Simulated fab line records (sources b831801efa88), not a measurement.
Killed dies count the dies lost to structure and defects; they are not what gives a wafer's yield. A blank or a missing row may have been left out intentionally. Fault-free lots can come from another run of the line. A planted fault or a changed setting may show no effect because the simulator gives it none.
Chamber matching | flow gf180mcu | GF_V3_CMP_04 on cmp-01 has 4 sister chambers
The step polishes SiO2. 8 wafers are shown with their chamber, then 8 later ones without.

## EACH WAFER AND ITS CHAMBER
wafer  | chamber | motor current A (A) | time to endpoint s (s)
L740.2 | 2       | 11.5                | 76
L741.4 | 1       | 13.0                | 88
L744.1 | 1       | 12.6                | 85
L744.3 | 2       | 12.7                | 87
L747.2 | 3       | 11.1                | 71
L747.4 | 0       | 11.7                | 71
L747.6 | 0       | 10.8                | 70
L754.1 | 3       | 10.6                | 74

## WAFERS WITH NO CHAMBER GIVEN
wafer  | motor current A (A) | time to endpoint s (s)
L754.3 | 12.4                | 80
L754.5 | 12.1                | 82
L758.2 | 10.6                | 78
L758.3 | 12.8                | 88
L758.5 | 12.2                | 88
L759.1 | 13.0                | 82
L759.5 | 12.3                | 93
L759.6 | 11.3                | 87

## THE CHAMBER EACH PASSED THROUGH
wafer  | from the rows above          | in truth
L754.3 | can't be placed: 2 or 1      | 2
L754.5 | can't be placed: 2 or 1      | 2
L758.2 | can't be placed: 3 or 0 or 2 | 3
L758.3 | can't be placed: 1 or 2      | 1
L758.5 | can't be placed: 1 or 2      | 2
L759.1 | can't be placed: 1 or 2      | 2
L759.5 | can't be placed: 1 or 2      | 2
L759.6 | can't be placed: 2 or 1 or 3 | 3
Correctly placed: 0 of 8. These rows do not allow placing 8 (true chamber among the candidates in 8). Placed wrongly: 0.
How it was worked out, from the rows above alone: a wafer's distance from a chamber is the root of the sum, over the readings, of the square of ((its reading less the chamber's mean) divided by the reading's scatter). The wafer belongs to the nearest chamber; if the next one is less than 2 further off, it can't be placed. Each chamber's mean is taken over the wafers shown for it. The scatter: take each reading less its chamber's mean, square it, sum over the shown wafers, divide by the number of wafers less the number of chambers, and take the root.
